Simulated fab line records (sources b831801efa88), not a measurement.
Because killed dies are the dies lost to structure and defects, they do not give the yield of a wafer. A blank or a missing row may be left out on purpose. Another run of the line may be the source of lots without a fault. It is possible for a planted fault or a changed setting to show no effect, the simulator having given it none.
Matching of chambers / flow gf180mcu / pecvd-03 running GF_PASSIVATION_CVD_00: 3 sister chambers
The step deposits SiO2 from TEOS, target thk 1000 nm, time 111.95 s. 24 wafers are shown with their chamber, then 12 later ones without.

== WAFERS WITH THEIR CHAMBER ==
wafer=L076.3; chamber=2; heater_power_w (W)=566; susceptor_temp_C (C)=399.93
wafer=L076.5; chamber=2; heater_power_w (W)=622; susceptor_temp_C (C)=399.71
wafer=L076.6; chamber=0; heater_power_w (W)=630; susceptor_temp_C (C)=399.74
wafer=L077.2; chamber=2; heater_power_w (W)=604; susceptor_temp_C (C)=399.68
wafer=L077.3; chamber=0; heater_power_w (W)=671; susceptor_temp_C (C)=400.06
wafer=L077.4; chamber=0; heater_power_w (W)=528; susceptor_temp_C (C)=399.67
wafer=L079.2; chamber=2; heater_power_w (W)=672; susceptor_temp_C (C)=399.69
wafer=L079.4; chamber=2; heater_power_w (W)=708; susceptor_temp_C (C)=399.91
wafer=L079.6; chamber=0; heater_power_w (W)=527; susceptor_temp_C (C)=399.88
wafer=L080.2; chamber=0; heater_power_w (W)=602; susceptor_temp_C (C)=399.79
wafer=L080.3; chamber=2; heater_power_w (W)=583; susceptor_temp_C (C)=399.90
wafer=L080.4; chamber=1; heater_power_w (W)=763; susceptor_temp_C (C)=400.27
wafer=L081.2; chamber=1; heater_power_w (W)=687; susceptor_temp_C (C)=399.68
wafer=L081.3; chamber=0; heater_power_w (W)=643; susceptor_temp_C (C)=399.95
wafer=L081.4; chamber=0; heater_power_w (W)=659; susceptor_temp_C (C)=399.92
wafer=L083.1; chamber=2; heater_power_w (W)=617; susceptor_temp_C (C)=399.89
wafer=L083.4; chamber=2; heater_power_w (W)=663; susceptor_temp_C (C)=400.03
wafer=L083.5; chamber=1; heater_power_w (W)=749; susceptor_temp_C (C)=399.99
wafer=L084.3; chamber=1; heater_power_w (W)=765; susceptor_temp_C (C)=400.11
wafer=L084.5; chamber=2; heater_power_w (W)=657; susceptor_temp_C (C)=399.66
wafer=L084.6; chamber=1; heater_power_w (W)=607; susceptor_temp_C (C)=399.96
wafer=L086.4; chamber=0; heater_power_w (W)=504; susceptor_temp_C (C)=400.06
wafer=L086.5; chamber=2; heater_power_w (W)=639; susceptor_temp_C (C)=400.29
wafer=L086.6; chamber=1; heater_power_w (W)=697; susceptor_temp_C (C)=399.66

SIGNATURES (means of the wafers above)
reading=heater_power_w; chamber 0=595.50; chamber 1=711.33; chamber 2=633.10; scatter within a chamber=56.2
reading=susceptor_temp_C; chamber 0=399.8838; chamber 1=399.9450; chamber 2=399.8690; scatter within a chamber=0.192
Rule: distance of a wafer from a chamber = root of the sum over the readings of ((wafer's reading minus chamber's mean) / reading's scatter) squared. If the next closest chamber is less than 2 further off than the closest, the wafer can't be placed; otherwise it belongs to the closest. The scatter: the root of (the sum of the squares of (reading less its chamber's mean) over the shown wafers, divided by (wafers less chambers)).

== WAFERS MISSING THEIR CHAMBER ==
wafer=L087.1; heater_power_w (W)=740; susceptor_temp_C (C)=399.99
wafer=L087.2; heater_power_w (W)=636; susceptor_temp_C (C)=400.18
wafer=L087.4; heater_power_w (W)=617; susceptor_temp_C (C)=400.21
wafer=L089.2; heater_power_w (W)=602; susceptor_temp_C (C)=399.95
wafer=L089.4; heater_power_w (W)=641; susceptor_temp_C (C)=399.84
wafer=L089.6; heater_power_w (W)=681; susceptor_temp_C (C)=400.21
wafer=L088.2; heater_power_w (W)=692; susceptor_temp_C (C)=399.84
wafer=L088.3; heater_power_w (W)=714; susceptor_temp_C (C)=399.91
wafer=L088.5; heater_power_w (W)=764; susceptor_temp_C (C)=399.87
wafer=L095.1; heater_power_w (W)=640; susceptor_temp_C (C)=400.05
wafer=L095.4; heater_power_w (W)=518; susceptor_temp_C (C)=399.83
wafer=L095.5; heater_power_w (W)=698; susceptor_temp_C (C)=399.38

== THE CHAMBER EACH PASSED THROUGH ==
wafer=L087.1; from the rows above=can't be placed: 1 or 2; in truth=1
wafer=L087.2; from the rows above=can't be placed: 2 or 0 or 1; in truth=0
wafer=L087.4; from the rows above=can't be placed: 0 or 2 or 1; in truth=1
wafer=L089.2; from the rows above=can't be placed: 0 or 2 or 1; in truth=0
wafer=L089.4; from the rows above=can't be placed: 2 or 0 or 1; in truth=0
wafer=L089.6; from the rows above=can't be placed: 1 or 2 or 0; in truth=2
wafer=L088.2; from the rows above=can't be placed: 1 or 2 or 0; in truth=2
wafer=L088.3; from the rows above=can't be placed: 1 or 2 or 0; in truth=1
wafer=L088.5; from the rows above=can't be placed: 1 or 2 or 0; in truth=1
wafer=L095.1; from the rows above=can't be placed: 2 or 0 or 1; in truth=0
wafer=L095.4; from the rows above=can't be placed: 0 or 2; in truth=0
wafer=L095.5; from the rows above=can't be placed: 2 or 1 or 0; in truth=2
Correctly placed: 0 of 12. From these rows, 12 cannot be placed; in 12 the true chamber is one of the candidates. Number placed wrongly: 0.
